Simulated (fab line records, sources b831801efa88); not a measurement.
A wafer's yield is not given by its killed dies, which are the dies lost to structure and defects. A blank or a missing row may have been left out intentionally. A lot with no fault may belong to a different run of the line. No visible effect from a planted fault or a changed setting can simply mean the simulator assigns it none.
Problem report, 8D (eight disciplines) form, completed by code ; flow sfqLine ; the parts of the form that need people (team, actions taken, sign-off) are left out

== 1. PROBLEM STATEMENT ==
Wafers without a fault read 200.2 nm, standard deviation 0.95; thkNm at SFQ_TRILAYER_I1_METRO_MEASURE_047 reads a mean of 185.1 nm on 6 wafers belonging to 2 lots. That puts it -16 standard deviations away from the usual mean.
First seen on wafer L371.1, day 30 10:45, on filmMetro-03. The record has a number at this step for 42 wafers belonging to 14 lots. By rule, "out" or "out of limits" means more than 4 standard deviations away from the usual mean. All remaining wafers that have a number are taken as sound.

== 2. WHAT THIS IS AND IS NOT ==
question;is;is not
which readings at this step;thkNm;-
which lots;L371, L373;L358, L359, L361, L362, L364, L365, L366, L368, L369, L370, L372, L381
which wafers of those lots;all that have a number;-
read on which tools;filmMetro-03;filmMetro-01, filmMetro-02
when;from day 30 10:45;"up to then (30 sound wafers); but 6 sound wafers of L372, L381 came after"

== 3. SUSPECTS, AND WHAT RULES EACH OUT ==
Counting: any tool at a process step up to the reading is kept as a suspect provided that every lot that is out went through it and no sound lot did after the first of them.
- cmp-02 at SFQ_TRILAYER_I1_CMP_CMP_046 (polishes SiO2): ruled out as a lasting fault. The sound lots L381 went through it after L371, its earliest lot that is out (day 30 05:17).
- filmMetro-03 at SFQ_TRILAYER_I1_METRO_MEASURE_047: ruled out as a lasting fault. The sound lots L372 went through it after L371, its earliest lot that is out (day 30 10:45).
Left after counting: nothing in the record.

== 4. THE CAUSE (what the simulator had put in) ==
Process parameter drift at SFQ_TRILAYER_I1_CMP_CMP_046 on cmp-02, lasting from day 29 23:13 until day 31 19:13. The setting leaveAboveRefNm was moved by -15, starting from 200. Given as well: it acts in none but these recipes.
The count ruled it out by mistake, since the rule takes a fault to strike every lot its tool runs from the start of the fault on, and this one did not do so.

== 5. THE CHAIN OF EFFECTS, in route order ==
Rows list readings where the struck wafers' mean (over those with a number) sits beyond 3 standard deviations from the usual. Only readings for which the record gives a usual standard deviation are gone through. hours: the time from each lot's start at the first step in this table that gives one to its start at this step, as a median over the lots. sigmas: the change in usual standard deviations.
hours;step;reading;usual;on struck wafers;change;sigmas
0;SFQ_TRILAYER_I1_METRO_MEASURE_047;thkNm;200.2 nm;185.1;-15.1;-16
151;SFQ_TRILAYER_I1_VIA_ETCH_VIA_ETCH_052;oesProductAu;0.855 a.u.;0.820;-0.035;-6.3
The process steps in it:
- SFQ_TRILAYER_I1_METRO_MEASURE_047
- SFQ_TRILAYER_I1_VIA_ETCH_VIA_ETCH_052: etches SiO2 in CHF3, stops on Nb, target depth 260 nm.

== 6. WHAT WOULD HAVE CAUGHT IT SOONER ==
In this record the first reading out of limits was taken at day 30 10:45, 12 hours after the fault began at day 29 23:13.
Tool readings at SFQ_TRILAYER_I1_CMP_CMP_046 with a usual standard deviation given in the record: none out on any struck wafer, hence no alarm at a limit of 4 standard deviations on them.
